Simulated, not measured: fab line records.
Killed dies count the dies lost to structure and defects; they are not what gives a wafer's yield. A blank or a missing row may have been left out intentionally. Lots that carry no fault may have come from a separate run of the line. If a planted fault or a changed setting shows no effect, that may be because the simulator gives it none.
One fault through the eyes of 2 desks || flow sky130 || what lay behind the numbers comes last; until then each desk has only its own

## AT THE METROLOGY DESK
What the gauges read for every lot (on any tool): the sampled wafers with a number, averaged. A lot is out of limits, marked OUT, if its mean lies more than 4 standard deviations from the usual mean; the brackets give that distance.
Columns: A = VT_ADJUST_PCH_TW at SKY_VT_ADJUST_PCH_TW_MEAS_10, usual 142.5
{"lot": "L820", "first seen here": "day 10 18:47", "A": 144.7}
{"lot": "L823", "first seen here": "day 11 20:33", "A": 141.2}
{"lot": "L825", "first seen here": "day 12 06:44", "A": 143.4}
{"lot": "L826", "first seen here": "day 12 09:35", "A": 141.7}
{"lot": "L828", "first seen here": "day 12 23:51", "A": 141.7}
{"lot": "L829", "first seen here": "day 13 09:26", "A": 140.8}
{"lot": "L831", "first seen here": "day 14 01:54", "A": 142.3}
{"lot": "L833", "first seen here": "day 14 16:17", "A": 142.4}
{"lot": "L835", "first seen here": "day 15 06:08", "A": 141.2}
{"lot": "L837", "first seen here": "day 16 01:45", "A": 143.6}
{"lot": "L838", "first seen here": "day 16 16:35", "A": 143.5}
{"lot": "L840", "first seen here": "day 17 01:13", "A": 142.9}
Result from this desk: across the 12 lots, nothing is out of limits.

## FOR THE TOOL OWNER'S DESK: litho track-04
At SKY_SONOS_ONO_SOFTBAKE_09 (time 60 s), the tool's own readings, given per lot that ran on this tool as the mean of the sampled wafers with a number. A lot is out of limits, marked OUT, if its mean lies more than 4 standard deviations from the usual mean; the brackets give that distance.
Columns: A = heater power total W at SKY_SONOS_ONO_SOFTBAKE_09, usual 56.59 W; B = run length s at SKY_SONOS_ONO_SOFTBAKE_09, usual 89.30 s
{"lot": "L826", "first seen here": "day 14 03:58", "A": 56.62, "B": 88.99}
{"lot": "L835", "first seen here": "day 17 05:31", "A": 56.58, "B": 89.09}
{"lot": "L837", "first seen here": "day 18 00:59", "A": "56.82 (+4.8) OUT", "B": 88.40}
{"lot": "L838", "first seen here": "day 18 18:43", "A": "57.08 (+10) OUT", "B": "87.78 (-5.8) OUT"}
This desk's finding: out of limits on L837, L838; first on L837, day 18 00:59 (heater power total W at SKY_SONOS_ONO_SOFTBAKE_09). L826, L835 stayed within limits.

## ALL TOGETHER
At day 18 00:59, on L837, L838, the tool owner's desk was in a position to raise an alarm.
The metrology desk saw nothing out of limits.
The metrology desk holds a record of L837, L838, inside its limits.
SKY_SONOS_ONO_SOFTBAKE_09 was run on litho track-04 by each of the lots named.

## WHAT THE SIMULATOR PUT IN
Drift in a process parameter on litho track-04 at SKY_SONOS_ONO_SOFTBAKE_09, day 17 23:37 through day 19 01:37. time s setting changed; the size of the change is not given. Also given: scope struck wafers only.
Shown lots that were struck: L837, L838.
How many hours passed from the start of the fault until each desk's first out-of-limits reading: the tool owner's desk, 1.
